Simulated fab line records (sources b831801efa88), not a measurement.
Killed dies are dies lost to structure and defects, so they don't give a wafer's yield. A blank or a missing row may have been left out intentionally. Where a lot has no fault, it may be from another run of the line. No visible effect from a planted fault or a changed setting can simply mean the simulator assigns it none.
Matching of chambers -- flow gf180mcu -- GF_V5_CMP_26 on cmp-01 has 4 sister chambers
The step polishes, stops on SiO2, t overpolish 15 s, target thk 0 nm. 8 wafers are shown with their chamber, then 8 later ones without.

## WAFERS PAIRED WITH THEIR CHAMBERS
wafer,chamber,motorCurrentA (A),timeToEndpointS (s)
L715.1,3,11.4,87
L719.1,2,9.7,79
L721.5,0,10.7,84
L721.6,1,11.0,83
L722.4,3,12.0,85
L722.5,0,10.1,87
L722.6,1,11.2,86
L729.1,2,10.1,82

## WAFERS WITHOUT THEIR CHAMBER
wafer,motorCurrentA (A),timeToEndpointS (s)
L729.2,11.6,87
L729.3,12.1,86
L731.2,10.4,82
L731.3,10.2,86
L731.4,11.8,88
L733.1,10.4,85
L733.5,11.8,83
L733.6,9.9,82

## CHAMBER TAKEN BY EACH
wafer,from the rows above,in truth
L729.2,can't be placed: 3 or 1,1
L729.3,can't be placed: 3 or 1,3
L731.2,can't be placed: 2 or 0 or 1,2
L731.3,0,0
L731.4,can't be placed: 3 or 1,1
L733.1,can't be placed: 0 or 1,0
L733.5,can't be placed: 3 or 1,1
L733.6,can't be placed: 2 or 0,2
1 of 8 placed correctly. Cannot be placed on the basis of these rows: 7; the candidates contain the true chamber in 7. Wrongly placed: 0.
How it was worked out, from the rows above alone: a wafer's distance from a chamber is the root of the sum, over the readings, of the square of ((its reading less the chamber's mean) divided by the reading's scatter). If the next closest chamber is less than 2 further off than the closest, the wafer can't be placed; otherwise it belongs to the closest. For every chamber, the mean is computed from those of its wafers that are shown. The scatter is the square root of a quotient: the sum, over the shown wafers, of each reading's squared deviation from its chamber's mean, divided by wafers minus chambers.
